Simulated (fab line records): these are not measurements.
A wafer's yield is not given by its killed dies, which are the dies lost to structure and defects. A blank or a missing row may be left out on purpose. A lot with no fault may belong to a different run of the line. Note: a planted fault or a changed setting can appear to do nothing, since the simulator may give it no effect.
Split-lot study :: flow gf180mcu :: route with 602 steps; 5 lots, 23 wafers read

## ABOUT THE SPLIT
At GF_V4_PEB_12 (peb time 90 s), the setting pebTempC was moved away from the recipe's 135 C on 8 of the 23 wafers read, by -2.8% to +2.0%. All remaining wafers had this setting at the recipe value.

## FROM THE SPLIT TO THE READING: what the file shows between them, 1 step
- GF_V4_DEVELOP_13: develop time 58.91 s

## THE READING
cdNm, in nm, at GF_V4_CD_MEAS_14 (target cd 260 nm). Fault-free wafers of this fab line usually give 260.2 nm, standard deviation 0.95 nm.

wafer: L074.1
tool, chamber at the split: lithoTrack-01, 0
pebTempC as run, C: 131.2
against the recipe: -2.8%
cdNm, nm: 247.9
against lot-mates on the recipe: -12.3

wafer: L074.2
tool, chamber at the split: lithoTrack-01, 0
pebTempC as run, C: 135
against the recipe: recipe
cdNm, nm: 260.2
against lot-mates on the recipe: -

wafer: L074.3
tool, chamber at the split: lithoTrack-01, 0
pebTempC as run, C: 131.2
against the recipe: -2.8%
cdNm, nm: 248.0
against lot-mates on the recipe: -12.2

wafer: L074.5
tool, chamber at the split: lithoTrack-01, 0
pebTempC as run, C: 131.2
against the recipe: -2.8%
cdNm, nm: 247.7
against lot-mates on the recipe: -12.5

wafer: L074.6
tool, chamber at the split: lithoTrack-01, 0
pebTempC as run, C: 135
against the recipe: recipe
cdNm, nm: 260.2
against lot-mates on the recipe: -

wafer: L077.2
tool, chamber at the split: lithoTrack-04, 0
pebTempC as run, C: 135
against the recipe: recipe
cdNm, nm: 260.2
against lot-mates on the recipe: -

wafer: L077.3
tool, chamber at the split: lithoTrack-04, 0
pebTempC as run, C: 136.6
against the recipe: +1.2%
cdNm, nm: 265.2
against lot-mates on the recipe: +4.7

wafer: L077.4
tool, chamber at the split: lithoTrack-04, 0
pebTempC as run, C: 136.6
against the recipe: +1.2%
cdNm, nm: 265.4
against lot-mates on the recipe: +4.9

wafer: L077.5
tool, chamber at the split: lithoTrack-04, 0
pebTempC as run, C: 136.6
against the recipe: +1.2%
cdNm, nm: 263.7
against lot-mates on the recipe: +3.2

wafer: L077.6
tool, chamber at the split: lithoTrack-04, 0
pebTempC as run, C: 135
against the recipe: recipe
cdNm, nm: 260.8
against lot-mates on the recipe: -

wafer: L079.1
tool, chamber at the split: lithoTrack-04, 0
pebTempC as run, C: 135
against the recipe: recipe
cdNm, nm: 261.0
against lot-mates on the recipe: -

wafer: L079.2
tool, chamber at the split: lithoTrack-04, 0
pebTempC as run, C: 135
against the recipe: recipe
cdNm, nm: 261.5
against lot-mates on the recipe: -

wafer: L079.3
tool, chamber at the split: lithoTrack-04, 0
pebTempC as run, C: 135
against the recipe: recipe
cdNm, nm: 260.0
against lot-mates on the recipe: -

wafer: L079.4
tool, chamber at the split: lithoTrack-04, 0
pebTempC as run, C: 135
against the recipe: recipe
cdNm, nm: 259.3
against lot-mates on the recipe: -

wafer: L079.5
tool, chamber at the split: lithoTrack-04, 0
pebTempC as run, C: 135
against the recipe: recipe
cdNm, nm: 260.8
against lot-mates on the recipe: -

wafer: L080.1
tool, chamber at the split: lithoTrack-03, 0
pebTempC as run, C: 137.7
against the recipe: +2.0%
cdNm, nm: 265.9
against lot-mates on the recipe: +6.4

wafer: L080.2
tool, chamber at the split: lithoTrack-03, 0
pebTempC as run, C: 135
against the recipe: recipe
cdNm, nm: 259.9
against lot-mates on the recipe: -

wafer: L080.3
tool, chamber at the split: lithoTrack-03, 0
pebTempC as run, C: 137.7
against the recipe: +2.0%
cdNm, nm: 265.5
against lot-mates on the recipe: +6.0

wafer: L080.4
tool, chamber at the split: lithoTrack-03, 0
pebTempC as run, C: 135
against the recipe: recipe
cdNm, nm: 259.7
against lot-mates on the recipe: -

wafer: L080.6
tool, chamber at the split: lithoTrack-03, 0
pebTempC as run, C: 135
against the recipe: recipe
cdNm, nm: 258.8
against lot-mates on the recipe: -

wafer: L082.1
tool, chamber at the split: lithoTrack-03, 0
pebTempC as run, C: 135
against the recipe: recipe
cdNm, nm: 260.1
against lot-mates on the recipe: -

wafer: L082.3
tool, chamber at the split: lithoTrack-03, 0
pebTempC as run, C: 135
against the recipe: recipe
cdNm, nm: 260.1
against lot-mates on the recipe: -

wafer: L082.5
tool, chamber at the split: lithoTrack-03, 0
pebTempC as run, C: 135
against the recipe: recipe
cdNm, nm: 261.6
against lot-mates on the recipe: -

FIT RESULTS
A straight line over all 23 wafers: cdNm changes by +3.95 nm for each +1% of pebTempC; r = +0.98; the points scatter about the line by 1.1 nm.
The same after taking each lot's own level away (the mean of its wafers on the recipe; 23 wafers): +4 nm for each +1%; r = +0.99; scatter 0.84 nm.
According to that fit, moving pebTempC by its largest amount changes the reading by 11 nm.
Across the lots, their own levels run from 259.47 to 260.60 nm, a range of 1.2 times the standard deviation given above.
So the lot-to-lot level changes the slope little: the two slopes agree.
Check: for one of the wafers moved furthest among these (-2.8%), held out of the fit, the line's prediction against its lot-mates is -11.4 nm. Against them it came out at -12.3 nm.

## ADDITIONAL SPLITS CARRIED BY THESE WAFERS
Before the reading, these wafers also passed through other splits. Each is held against what the fit with the lots' levels taken away leaves over:
other split on the same wafers: GF_V3_CMP_04 platenRpm
wafers away from the commonest value: 6
r with cdNm (lot level and that fit taken away): -0.23

other split on the same wafers: GF_V3_SPUTTER_21 powerW
wafers away from the commonest value: 10
r with cdNm (lot level and that fit taken away): -0.13

other split on the same wafers: GF_M4_SPUTTER_04 powerW
wafers away from the commonest value: 7
r with cdNm (lot level and that fit taken away): +0.08

other split on the same wafers: GF_V4_CVD_00 sih4FlowSccm
wafers away from the commonest value: 7
r with cdNm (lot level and that fit taken away): +0.13

## THE WHOLE CHAIN: every reading that the file lists as answering this split, in the file's order
step: GF_V4_DEVELOP_13
what it does: develop time 58.91 s
reading: V4.cdNm (the simulator's own value, which no gauge read)
change (the file's fit): +3.94 nm for each +1% of the setting
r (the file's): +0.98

step: GF_V4_CD_MEAS_14
what it does: target cd 260 nm
reading: cdNm
change (the file's fit): +3.92 nm for each +1% of the setting
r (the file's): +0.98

step: GF_V4_ETCH_16
what it does: etches BARC in N2/H2
reading: V4.cdNm (the simulator's own value, which no gauge read)
change (the file's fit): +4.09 nm for each +1% of the setting
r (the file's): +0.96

step: GF_V4_ETCH_17
what it does: etches SiO2 in C4F8/O2/Ar, stops on TiN, target depth 630 nm
reading: V4.cdNm (the simulator's own value, which no gauge read)
change (the file's fit): +3.99 nm for each +1% of the setting
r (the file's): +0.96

## FILE'S OWN FIT
cdNm changes by +3.92 nm for each +1% of pebTempC, r = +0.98.
